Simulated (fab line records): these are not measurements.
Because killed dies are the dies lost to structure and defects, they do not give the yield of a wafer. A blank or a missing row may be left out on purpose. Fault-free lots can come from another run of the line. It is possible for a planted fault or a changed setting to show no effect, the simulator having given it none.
A struck lot beside a sound one | flow sky130 | 19 steps out of a route of 708
Sound: wafers L492.1, L492.3, L492.4. The struck wafers were L491.1, L491.5, L491.6. Last of all comes the cause.
Per side, at each step with rows, come the tool, then ch with its chambers, and then its first start. Under that, the readings that differ: sound wafers | struck wafers | difference of the means | sigmas: that difference in standard deviations of wafers without a fault.
alike: readings with means less than 2 such deviations apart, plus words and numbers identical on both sides. not compared: withheld readings, readings lacking a value on some wafer, bounds such as >300 that could conceal the same value, and numbers that have no deviation in the record and whose values overlap.
Wherever a step has rows on one side only, a row that says differs or no value, or a row with sigmas, the two part there. Numbers that have no deviation but don't overlap get no sigmas and don't part them. A reading that every wafer of one side lacks parts them only if that side has two wafers or more.

first, 1 step without rows for these wafers: SKY_FIELD_ISO_ANNEAL_26 (time 1800 s).
SKY_FIELD_ISO_CMP_27: polishes, stops on Si3N4, t overpolish 16 s, target thk 457.8 nm.
  sound on cmp-02 ch 0,2,3, day 5 12:25; struck on cmp-02 ch 2,3, day 5 04:52
  alike: motor current A, overpolish run s, time to endpoint s
then, 5 steps without rows for these wafers: SKY_FIELD_ISO_WET_ETCH_28 (etches SiO2 in dHF, target depth 23.7 nm, time 47 s); SKY_FIELD_ISO_WET_ETCH_29 (etches Si3N4 in H3PO4, target depth 160 nm, time 1825 s); SKY_FIELD_ISO_WET_ETCH_30 (etches SiO2 in dHF, target depth 25 nm, time 50 s); SKY_NWELL_CLEAN_00 (cleans in SC1/SC2, time 150 s); SKY_NWELL_OXIDATION_01 (stabilise 600 s, purge 300 s, target thk 10 nm).
SKY_NWELL_THK_MEAS_02:
  sound: film metro-01 at day 5 15:57; struck: film metro-01 at day 5 08:59
  alike: NWELL_OXIDATION_THK
then, 4 steps without rows for these wafers: SKY_DNWELL_DEHYDRATE_00 (time 60 s); SKY_DNWELL_HMDS_01 (prime time 60 s); SKY_DNWELL_COAT_02 (resist thk 3000 nm); SKY_DNWELL_SOFTBAKE_03.
SKY_DNWELL_EXPOSE_04: exposes mask DNM, target cd 3000 nm.
  struck on iline stepper-01, day 5 17:11; sound on iline stepper-01 ch 0, day 6 01:14
  no value came back on the struck wafers for exposure dose mJ cm2, focus offset nm (nm), stage vel mm s (mm/s); on the sound wafers exposure dose mJ cm2 reads 221.44 221.97 221.75
  alike: mask
then, 3 steps without rows for these wafers: SKY_DNWELL_PEB_05; SKY_DNWELL_DEVELOP_06 (develop time 60 s); SKY_DNWELL_IMPLANT_07.
SKY_DNWELL_STRIP_08: strips in O2/N2.
  sound on plasma asher-03 ch 0,1, day 6 10:20; struck on plasma asher-01 ch 0,1, day 6 02:59
  reading                      | sound             | struck            | difference | sigmas
  strip time to endpoint s (s) | 37.12 37.12 37.11 | 36.87 36.90 36.84 | -0.25      | -2
  alike: drypump motor current A, oes product au
  not compared: rf hours counter h
SKY_DNWELL_TW_MEAS_09:
  sound: film metro-02 at day 6 10:26; struck: film metro-01 at day 6 03:05
  reading   | sound          | struck   | difference | sigmas
  DNWELL_TW | 1104 1108 1108 | 30 30 30 | -1077      | -99 or more
then, 1 step without rows for these wafers: SKY_PWDE_DEHYDRATE_00 (time 60 s).

## WHERE THEY PART
At SKY_DNWELL_EXPOSE_04 first; at SKY_DNWELL_TW_MEAS_09 last (within this record only).

WHY: what had been put in by the simulator
Whole step skipped at SKY_DNWELL_EXPOSE_04 on iline stepper-01, starting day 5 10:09. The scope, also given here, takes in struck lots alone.
